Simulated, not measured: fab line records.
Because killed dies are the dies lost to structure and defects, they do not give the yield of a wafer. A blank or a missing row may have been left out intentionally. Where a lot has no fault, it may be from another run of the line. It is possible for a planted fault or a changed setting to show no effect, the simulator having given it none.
Split-lot trial :: flow sfq line :: on a route of 325 steps: 5 lots, 16 wafers read

## ON THE SPLIT
At SFQ_TRILAYER_C5_LITHO_COAT_156 (resist thk 62 nm), the setting spin rpm was moved away from the recipe's 3000 rpm on 3 of the 16 wafers read, by -7.1% to +6.4%. For the rest of the wafers, this setting stayed at what the recipe calls for.

## FROM THE SPLIT TO THE READING: what the file shows between them, 3 steps
- SFQ_TRILAYER_C5_LITHO_EXPOSE_152: exposes mask C5, target cd 500 nm (also split here: dose mj)
- SFQ_TRILAYER_C5_LITHO_PEB_154: peb time 58.39 s
- SFQ_TRILAYER_C5_LITHO_DEVELOP_153: time 60 s

## THE READING
etch.depth nm (the simulator's own value, which no gauge read), in nm, at SFQ_TRILAYER_C5_BARC_OPEN_VIA_ETCH_210 (etches BARC in O2, target depth 125 nm, time 41.7 s). The file gives no usual value for it. Here, 13 wafers ran the recipe; their average is 62.09 nm with a standard deviation of 0.17 nm.

wafer: L075.1
tool, chamber at the split: litho track-04, 0
spin rpm as run, rpm: 3000
against the recipe: recipe
etch.depth nm, nm: 62.11
against lot-mates on the recipe: -

wafer: L075.3
tool, chamber at the split: litho track-04, 0
spin rpm as run, rpm: 3000
against the recipe: recipe
etch.depth nm, nm: 62.17
against lot-mates on the recipe: -

wafer: L075.4
tool, chamber at the split: litho track-04, 0
spin rpm as run, rpm: 3000
against the recipe: recipe
etch.depth nm, nm: 62.2
against lot-mates on the recipe: -

wafer: L077.2
tool, chamber at the split: litho track-03, 0
spin rpm as run, rpm: 3000
against the recipe: recipe
etch.depth nm, nm: 62
against lot-mates on the recipe: -

wafer: L077.3
tool, chamber at the split: litho track-03, 0
spin rpm as run, rpm: 3000
against the recipe: recipe
etch.depth nm, nm: 61.98
against lot-mates on the recipe: -

wafer: L077.4
tool, chamber at the split: litho track-03, 0
spin rpm as run, rpm: 3000
against the recipe: recipe
etch.depth nm, nm: 61.67
against lot-mates on the recipe: -

wafer: L078.1
tool, chamber at the split: litho track-02, 0
spin rpm as run, rpm: 2787
against the recipe: -7.1%
etch.depth nm, nm: 64.46
against lot-mates on the recipe: +2.15

wafer: L078.3
tool, chamber at the split: litho track-02, 0
spin rpm as run, rpm: 3000
against the recipe: recipe
etch.depth nm, nm: 62.28
against lot-mates on the recipe: -

wafer: L078.4
tool, chamber at the split: litho track-02, 0
spin rpm as run, rpm: 3000
against the recipe: recipe
etch.depth nm, nm: 62.35
against lot-mates on the recipe: -

wafer: L078.5
tool, chamber at the split: litho track-02, 0
spin rpm as run, rpm: 3000
against the recipe: recipe
etch.depth nm, nm: 62.3
against lot-mates on the recipe: -

wafer: L078.6
tool, chamber at the split: litho track-02, 0
spin rpm as run, rpm: 2787
against the recipe: -7.1%
etch.depth nm, nm: 64.6
against lot-mates on the recipe: +2.29

wafer: L079.4
tool, chamber at the split: litho track-04, 0
spin rpm as run, rpm: 3000
against the recipe: recipe
etch.depth nm, nm: 62.13
against lot-mates on the recipe: -

wafer: L079.5
tool, chamber at the split: litho track-04, 0
spin rpm as run, rpm: 3193
against the recipe: +6.4%
etch.depth nm, nm: 60.34
against lot-mates on the recipe: -1.79

wafer: L082.1
tool, chamber at the split: litho track-04, 0
spin rpm as run, rpm: 3000
against the recipe: recipe
etch.depth nm, nm: 61.96
against lot-mates on the recipe: -

wafer: L082.2
tool, chamber at the split: litho track-04, 0
spin rpm as run, rpm: 3000
against the recipe: recipe
etch.depth nm, nm: 62
against lot-mates on the recipe: -

wafer: L082.4
tool, chamber at the split: litho track-04, 0
spin rpm as run, rpm: 3000
against the recipe: recipe
etch.depth nm, nm: 62
against lot-mates on the recipe: -

FIT RESULTS
A straight line over all 16 wafers: etch.depth nm changes by -0.321 nm for each +1% of spin rpm; r = -0.98; the points scatter about the line by 0.2 nm.
The same after taking each lot's own level away (the mean of its wafers on the recipe; 16 wafers): -0.302 nm for each +1%; r = -1.00; scatter 0.091 nm.
That fit puts the effect of the largest move of spin rpm on the reading at 2.1 nm.
Across the lots, their own levels run from 61.883 to 62.310 nm, a range of 2.4 times the standard deviation given above.
The two slopes are in agreement: the lot-to-lot level therefore moves the slope only a little.
Check: with one of the wafers moved furthest among these (-7.1%) left out of the fit, the line predicts +2.17 nm for it against its lot-mates. Against them it came out at +2.15 nm.

## FURTHER SPLITS ON THESE WAFERS
Other splits were also applied to these wafers ahead of the reading. Each is held against what the fit with the lots' levels taken away leaves over:
other split on the same wafers: SFQ_TRILAYER_R5_LITHO_PEB_139 peb temp c
wafers away from the commonest value: 4
r with etch.depth nm (lot level and that fit taken away): -0.36

other split on the same wafers: SFQ_TRILAYER_I5_LITHO_EXPOSE_145 dose mj
wafers away from the commonest value: 8
r with etch.depth nm (lot level and that fit taken away): -0.32

other split on the same wafers: SFQ_TRILAYER_I5_BARC_OPEN_VIA_ETCH_200 bias w
wafers away from the commonest value: 7
r with etch.depth nm (lot level and that fit taken away): +0.50

other split on the same wafers: SFQ_TRILAYER_C5_LITHO_EXPOSE_152 dose mj
wafers away from the commonest value: 5
r with etch.depth nm (lot level and that fit taken away): +0.03

## THE WHOLE CHAIN: every reading that the file lists as answering this split, in the file's order
step: SFQ_TRILAYER_C5_LITHO_COAT_156
what it does: resist thk 62 nm
reading: BARC_of_TRILAYER_C5_LITHO_COAT_156.thk nm (the simulator's own value, which no gauge read)
change (the file's fit): -0.308 nm for each +1% of the setting
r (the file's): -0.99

step: SFQ_TRILAYER_C5_BARC_OPEN_VIA_ETCH_210
what it does: etches BARC in O2, target depth 125 nm, time 41.7 s
reading: etch.depth nm (the simulator's own value, which no gauge read)
change (the file's fit): -0.304 nm for each +1% of the setting
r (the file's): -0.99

## THE FILE'S OWN FIT
etch.depth nm changes by -0.304 nm for each +1% of spin rpm, r = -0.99.
